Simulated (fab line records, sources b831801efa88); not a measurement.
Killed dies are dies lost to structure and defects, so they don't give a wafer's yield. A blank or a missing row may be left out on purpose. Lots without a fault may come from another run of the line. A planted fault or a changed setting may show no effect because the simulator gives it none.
Which tool did it? | flow sky130 | 11 lots, 33 wafers sampled, at 2 steps of a route of 708

WHAT THE GAUGES READ, wafer by wafer
SKY_SD_N_TW_MEAS_12.
lot  | measured     | on            | SD_N_TW
L326 | day 27 22:11 | film_metro-03 | 3965 3952 3943
L327 | day 28 00:58 | film_metro-04 | 4013 4004 4023
L328 | day 28 14:04 | film_metro-02 | 3938 3933 3942
L333 | day 30 08:37 | film_metro-03 | 3952 3974 3954
L334 | day 30 20:47 | film_metro-02 | 3932 3927 3921
L335 | day 31 07:53 | film_metro-02 | 3968 3954 3972
L336 | day 31 09:20 | film_metro-03 | 3987 3991 3987
L345 | day 35 18:40 | film_metro-02 | 3964 3973 3968
L348 | day 35 18:56 | film_metro-03 | 3988 3975 3955
L346 | day 35 19:26 | film_metro-02 | 3942 3953 3916
L347 | day 36 01:40 | film_metro-04 | 3991 3997 3984

WHICH TOOL RAN EACH LOT (tool, then ch and the chambers of the sampled wafers, then the start)
lot  | SKY_POLY_CUT_STRIP_12
L326 | plasma_asher-03 ch 0,1, day 24 04:59
L327 | plasma_asher-01 ch 0, day 24 08:58
L328 | plasma_asher-03 ch 0,1, day 24 22:01
L333 | plasma_asher-04 ch 0,1, day 26 17:29
L334 | plasma_asher-01 ch 0,1, day 27 06:55
L335 | plasma_asher-04 ch 0,1, day 27 18:52
L336 | plasma_asher-01 ch 0,1, day 27 20:58
L345 | plasma_asher-03 ch 0,1, day 32 10:02
L348 | plasma_asher-04 ch 0,1, day 32 10:22
L346 | plasma_asher-04 ch 1, day 32 11:22
L347 | plasma_asher-04 ch 0,1, day 32 17:58
- SKY_POLY_CUT_STRIP_12: strips in O2/N2.

THE ANSWER, worked out from the rows above alone
Rule: what is usual is taken from the lots themselves. Put in order of their means at a reading, lots are off if they are a third of the lots or fewer, leave a main group of 4 or more, and stand apart from it by a gap of 3 or more times the standard deviation of the main group's means; of several such gaps the widest counts. A main group whose means are all the same, to the digits that the tables above print for the reading, isn't used. A lot without any number at a reading at which 4 lots or more have one is off too. The other lots that the step has rows for count as sound.
No lot is off at any reading shown: from this, nothing can be told.

WHAT THE SIMULATOR HAD PUT IN
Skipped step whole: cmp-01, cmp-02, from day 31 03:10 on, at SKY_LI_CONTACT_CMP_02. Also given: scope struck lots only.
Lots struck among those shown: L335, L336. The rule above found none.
